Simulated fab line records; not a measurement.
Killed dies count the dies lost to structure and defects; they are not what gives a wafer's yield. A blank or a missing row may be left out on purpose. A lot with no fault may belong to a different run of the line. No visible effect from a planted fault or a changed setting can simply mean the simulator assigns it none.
Which tool did it? :: flow sky130 :: 11 lots, 33 wafers sampled, at 4 steps of a route of 708

WHAT THE GAUGES SHOWED, per wafer
SKY_VIA1_OVL_MEAS_13. Usual: for VIA1_OVL the level is -1 nm and the standard deviation is 5.1.
lot: L630
measured: day 35 01:35
on: overlay-02
VIA1_OVL (nm): -5 -1 -2
flag: 

lot: L632
measured: day 35 11:59
on: overlay-02
VIA1_OVL (nm): -5 -3 -1
flag: 

lot: L634
measured: day 36 14:54
on: overlay-02
VIA1_OVL (nm): 0 2 -5
flag: 

lot: L635
measured: day 36 19:19
on: overlay-01
VIA1_OVL (nm): -4 -8 -14
flag: 

lot: L636
measured: day 36 21:26
on: overlay-02
VIA1_OVL (nm): 6 5 10
flag: 

lot: L639
measured: day 37 21:27
on: overlay-01
VIA1_OVL (nm): 2 -4 -3
flag: 

lot: L646
measured: day 40 00:56
on: overlay-02
VIA1_OVL (nm): -6 -1 -2
flag: 

lot: L647
measured: day 40 05:45
on: overlay-01
VIA1_OVL (nm): -4 -6 -10
flag: 

lot: L648
measured: day 40 12:56
on: overlay-02
VIA1_OVL (nm): -4 -4 -5
flag: 

lot: L649
measured: day 40 21:36
on: overlay-01
VIA1_OVL (nm): 1 3 1
flag: 

lot: L651
measured: day 41 09:47
on: overlay-02
VIA1_OVL (nm): 8 5 7
flag: 

EACH LOT AND THE TOOL THAT RAN IT (in order: tool; ch and the chambers of the sampled wafers; start)
lot: L630
SKY_CONTACT_ETCH_16: rieDiel-04 ch 1,2,3, day 32 16:40
SKY_METAL1_SPUTTER_01: pvdSputter-01, day 32 18:04
SKY_METAL1_METAL_ETCH_19: rieMetal-03 ch 0,1, day 33 21:43

lot: L632
SKY_CONTACT_ETCH_16: rieDiel-03 ch 0,1, day 33 03:01
SKY_METAL1_SPUTTER_01: pvdSputter-04, day 33 04:28
SKY_METAL1_METAL_ETCH_19: rieMetal-04 ch 0,1, day 34 07:51

lot: L634
SKY_CONTACT_ETCH_16: rieDiel-03 ch 2,3, day 34 06:58
SKY_METAL1_SPUTTER_01: pvdSputter-04, day 34 09:00
SKY_METAL1_METAL_ETCH_19: rieMetal-03 ch 0,1, day 35 11:26

lot: L635
SKY_CONTACT_ETCH_16: rieDiel-03 ch 0,1,3, day 34 11:53
SKY_METAL1_SPUTTER_01: pvdSputter-02, day 34 13:17
SKY_METAL1_METAL_ETCH_19: rieMetal-03 ch 0,1, day 35 15:58

lot: L636
SKY_CONTACT_ETCH_16: rieDiel-02 ch 0,3, day 34 13:10
SKY_METAL1_SPUTTER_01: pvdSputter-01, day 34 14:57
SKY_METAL1_METAL_ETCH_19: rieMetal-03 ch 0,1, day 35 17:34

lot: L639
SKY_CONTACT_ETCH_16: rieDiel-03 ch 0,3, day 35 13:28
SKY_METAL1_SPUTTER_01: pvdSputter-04, day 35 14:52
SKY_METAL1_METAL_ETCH_19: rieMetal-03 ch 1, day 36 17:58

lot: L646
SKY_CONTACT_ETCH_16: rieDiel-03 ch 0,2,3, day 37 19:13
SKY_METAL1_SPUTTER_01: pvdSputter-04, day 37 20:40
SKY_METAL1_METAL_ETCH_19: rieMetal-03 ch 0, day 38 22:28

lot: L647
SKY_CONTACT_ETCH_16: rieDiel-02 ch 0,1,3, day 38 00:04
SKY_METAL1_SPUTTER_01: pvdSputter-01, day 38 01:28
SKY_METAL1_METAL_ETCH_19: rieMetal-03 ch 0,1, day 39 03:20

lot: L648
SKY_CONTACT_ETCH_16: rieDiel-04 ch 0,2,3, day 38 08:01
SKY_METAL1_SPUTTER_01: pvdSputter-04, day 38 09:25
SKY_METAL1_METAL_ETCH_19: rieMetal-02 ch 0,1, day 39 11:12

lot: L649
SKY_CONTACT_ETCH_16: rieDiel-02 ch 1,2,3, day 38 15:52
SKY_METAL1_SPUTTER_01: pvdSputter-01, day 38 17:16
SKY_METAL1_METAL_ETCH_19: rieMetal-02 ch 0, day 39 18:55

lot: L651
SKY_CONTACT_ETCH_16: rieDiel-02 ch 1,2,3, day 39 05:31
SKY_METAL1_SPUTTER_01: pvdSputter-01, day 39 06:56
SKY_METAL1_METAL_ETCH_19: rieMetal-02 ch 0,1, day 40 08:15
- SKY_CONTACT_ETCH_16: etches BARC in N2/H2, stops on SiO2, time 45.9 s, target depth 60 nm.
- SKY_METAL1_SPUTTER_01: material TiN, target thk 20 nm, time 16.7 s.
- SKY_METAL1_METAL_ETCH_19: etches the open film in Cl2/BCl3, stops on SiO2, target depth 360 nm, time 78 s.

WHAT THE TOOLS THEMSELVES READ (means of the sampled wafers that have a number; where no wafer has one, the mark that the record gives instead)
SKY_CONTACT_ETCH_16. Usual: drypumpMotorCurrentA 5.6 A, standard deviation 0.47; h2FlowSccm 200.1 sccm, standard deviation 0.55; oesProductAu 0.859 a.u., standard deviation 0.0051; rfFwdPowerW 494.3 W, standard deviation 2.2; runLengthS 73.9 s, standard deviation 0.48; throttleValvePct 13.226 %, standard deviation 0.0093.
lot: L630
tool: rieDiel-04
drypumpMotorCurrentA (A): 6.0
h2FlowSccm (sccm): 199.8
oesProductAu (a.u.): 0.856
rfFwdPowerW (W): 494.8
runLengthS (s): 73.7
throttleValvePct (%): 13.232
flag: 

lot: L632
tool: rieDiel-03
drypumpMotorCurrentA (A): 5.0
h2FlowSccm (sccm): 201.1
oesProductAu (a.u.): 0.864
rfFwdPowerW (W): 495.5
runLengthS (s): 74.0
throttleValvePct (%): 13.220
flag: 

lot: L634
tool: rieDiel-03
drypumpMotorCurrentA (A): 5.7
h2FlowSccm (sccm): 199.3
oesProductAu (a.u.): 0.861
rfFwdPowerW (W): 496.2
runLengthS (s): 74.1
throttleValvePct (%): 13.231
flag: 

lot: L635
tool: rieDiel-03
drypumpMotorCurrentA (A): 5.1
h2FlowSccm (sccm): 200.2
oesProductAu (a.u.): 0.865
rfFwdPowerW (W): 492.8
runLengthS (s): 74.3
throttleValvePct (%): 13.219
flag: 

lot: L636
tool: rieDiel-02
drypumpMotorCurrentA (A): 5.5
h2FlowSccm (sccm): 200.5
oesProductAu (a.u.): 0.858
rfFwdPowerW (W): 494.6
runLengthS (s): 73.7
throttleValvePct (%): 13.227
flag: 

lot: L639
tool: rieDiel-03
drypumpMotorCurrentA (A): 5.2
h2FlowSccm (sccm): 199.6
oesProductAu (a.u.): 0.856
rfFwdPowerW (W): 493.9
runLengthS (s): 74.5
throttleValvePct (%): 13.216
flag: 

lot: L646
tool: rieDiel-03
drypumpMotorCurrentA (A): 5.5
h2FlowSccm (sccm): 199.7
oesProductAu (a.u.): 0.860
rfFwdPowerW (W): 493.7
runLengthS (s): 74.2
throttleValvePct (%): 13.231
flag: 

lot: L647
tool: rieDiel-02
drypumpMotorCurrentA (A): 5.7
h2FlowSccm (sccm): 200.1
oesProductAu (a.u.): 0.862
rfFwdPowerW (W): 493.0
runLengthS (s): 73.8
throttleValvePct (%): 13.220
flag: 

lot: L648
tool: rieDiel-04
drypumpMotorCurrentA (A): 5.8
h2FlowSccm (sccm): 200.3
oesProductAu (a.u.): 0.859
rfFwdPowerW (W): 494.9
runLengthS (s): 74.2
throttleValvePct (%): 13.226
flag: 

lot: L649
tool: rieDiel-02
drypumpMotorCurrentA (A): 5.7
h2FlowSccm (sccm): 200.0
oesProductAu (a.u.): 0.853
rfFwdPowerW (W): 493.5
runLengthS (s): 73.7
throttleValvePct (%): 13.222
flag: 

lot: L651
tool: rieDiel-02
drypumpMotorCurrentA (A): 5.7
h2FlowSccm (sccm): 200.4
oesProductAu (a.u.): 0.858
rfFwdPowerW (W): 493.4
runLengthS (s): 73.8
throttleValvePct (%): 13.225
flag: 

SKY_METAL1_SPUTTER_01. Usual: 30.0 % for throttleValvePct, sd 1.1.
lot: L630
tool: pvdSputter-01
throttleValvePct (%): 29.7
flag: 

lot: L632
tool: pvdSputter-04
throttleValvePct (%): 29.9
flag: 

lot: L634
tool: pvdSputter-04
throttleValvePct (%): 30.7
flag: 

lot: L635
tool: pvdSputter-02
throttleValvePct (%): 29.4
flag: 

lot: L636
tool: pvdSputter-01
throttleValvePct (%): 29.8
flag: 

lot: L639
tool: pvdSputter-04
throttleValvePct (%): 31.1
flag: 

lot: L646
tool: pvdSputter-04
throttleValvePct (%): 29.5
flag: 

lot: L647
tool: pvdSputter-01
throttleValvePct (%): 29.6
flag: 

lot: L648
tool: pvdSputter-04
throttleValvePct (%): 30.5
flag: 

lot: L649
tool: pvdSputter-01
throttleValvePct (%): 30.2
flag: 

lot: L651
tool: pvdSputter-01
throttleValvePct (%): 29.8
flag: 

SKY_METAL1_METAL_ETCH_19. Usual: drypumpMotorCurrentA 5.88 A, standard deviation 0.28; oesProductAu 0.856 a.u., standard deviation 0.0063; rfFwdPowerW 894.5 W, standard deviation 2.7; runLengthS 106.1 s, standard deviation 0.42; throttleValvePct 22.264 %, standard deviation 0.01.
lot: L630
tool: rieMetal-03
drypumpMotorCurrentA (A): 5.96
oesProductAu (a.u.): 0.864
rfFwdPowerW (W): 895.9
runLengthS (s): 105.9
throttleValvePct (%): 22.254
flag: 

lot: L632
tool: rieMetal-04
drypumpMotorCurrentA (A): 5.75
oesProductAu (a.u.): 0.853
rfFwdPowerW (W): 895.8
runLengthS (s): 106.6
throttleValvePct (%): 22.265
flag: 

lot: L634
tool: rieMetal-03
drypumpMotorCurrentA (A): 5.82
oesProductAu (a.u.): 0.860
rfFwdPowerW (W): 892.1
runLengthS (s): 105.8
throttleValvePct (%): 22.257
flag: 

lot: L635
tool: rieMetal-03
drypumpMotorCurrentA (A): 5.81
oesProductAu (a.u.): 0.861
rfFwdPowerW (W): 891.0
runLengthS (s): 105.7
throttleValvePct (%): 22.267
flag: 

lot: L636
tool: rieMetal-03
drypumpMotorCurrentA (A): 5.84
oesProductAu (a.u.): 0.856
rfFwdPowerW (W): 897.2
runLengthS (s): 105.4
throttleValvePct (%): 22.264
flag: 

lot: L639
tool: rieMetal-03
drypumpMotorCurrentA (A): 6.12
oesProductAu (a.u.): 0.850
rfFwdPowerW (W): 894.5
runLengthS (s): 105.9
throttleValvePct (%): 22.266
flag: 

lot: L646
tool: rieMetal-03
drypumpMotorCurrentA (A): 5.68
oesProductAu (a.u.): 0.826
rfFwdPowerW (W): 897.1
runLengthS (s): 110.1
throttleValvePct (%): 22.272
flag: OFF

lot: L647
tool: rieMetal-03
drypumpMotorCurrentA (A): 5.83
oesProductAu (a.u.): 0.840
rfFwdPowerW (W): 891.9
runLengthS (s): 108.7
throttleValvePct (%): 22.264
flag: OFF

lot: L648
tool: rieMetal-02
drypumpMotorCurrentA (A): 5.66
oesProductAu (a.u.): 0.862
rfFwdPowerW (W): 895.0
runLengthS (s): 106.3
throttleValvePct (%): 22.259
flag: 

lot: L649
tool: rieMetal-02
drypumpMotorCurrentA (A): 5.43
oesProductAu (a.u.): 0.857
rfFwdPowerW (W): 895.0
runLengthS (s): 106.1
throttleValvePct (%): 22.264
flag: 

lot: L651
tool: rieMetal-02
drypumpMotorCurrentA (A): 5.67
oesProductAu (a.u.): 0.864
rfFwdPowerW (W): 895.0
runLengthS (s): 106.3
throttleValvePct (%): 22.258
flag: 

THE ANSWER, worked out from the rows above alone
Rule: a lot is off if the mean of its wafers that have a number lies more than 3 standard deviations from the usual mean. A lot without any number at a reading at which 4 lots or more have one is off too. All remaining lots with rows at the step are treated as sound. After the gauges, taken in route order, come the tools' own readings; for these a lot's mean is taken, as printed above. At the first step where some lot is off, the reading lying furthest off is the one used; lots without a number count as furthest.
Off: L646, L647, at SKY_METAL1_METAL_ETCH_19 (runLengthS).
If a tool, at that step or one of the process steps before it, ran each lot that is off and ran no sound lot following the first of them, it fits. One candidate fits, namely rieMetal-03 at SKY_METAL1_METAL_ETCH_19. Its last sound lot is L639 (day 36 17:58), its first lot that is off L646 (day 38 22:28): a fault that began between those two fits.
The tool's own readings at SKY_METAL1_METAL_ETCH_19 bear it out: on the lots that are off they differ by more than 5 times the standard deviation of the sound lots' means. oesProductAu reads 0.833 a.u. there against 0.859 a.u. on the sound lots; runLengthS reads 109.4 s there against 106.0 s on the sound lots.

WHAT THE SIMULATOR PUT IN
rieMetal-03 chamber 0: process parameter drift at SKY_METAL1_METAL_ETCH_19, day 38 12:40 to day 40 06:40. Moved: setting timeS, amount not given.
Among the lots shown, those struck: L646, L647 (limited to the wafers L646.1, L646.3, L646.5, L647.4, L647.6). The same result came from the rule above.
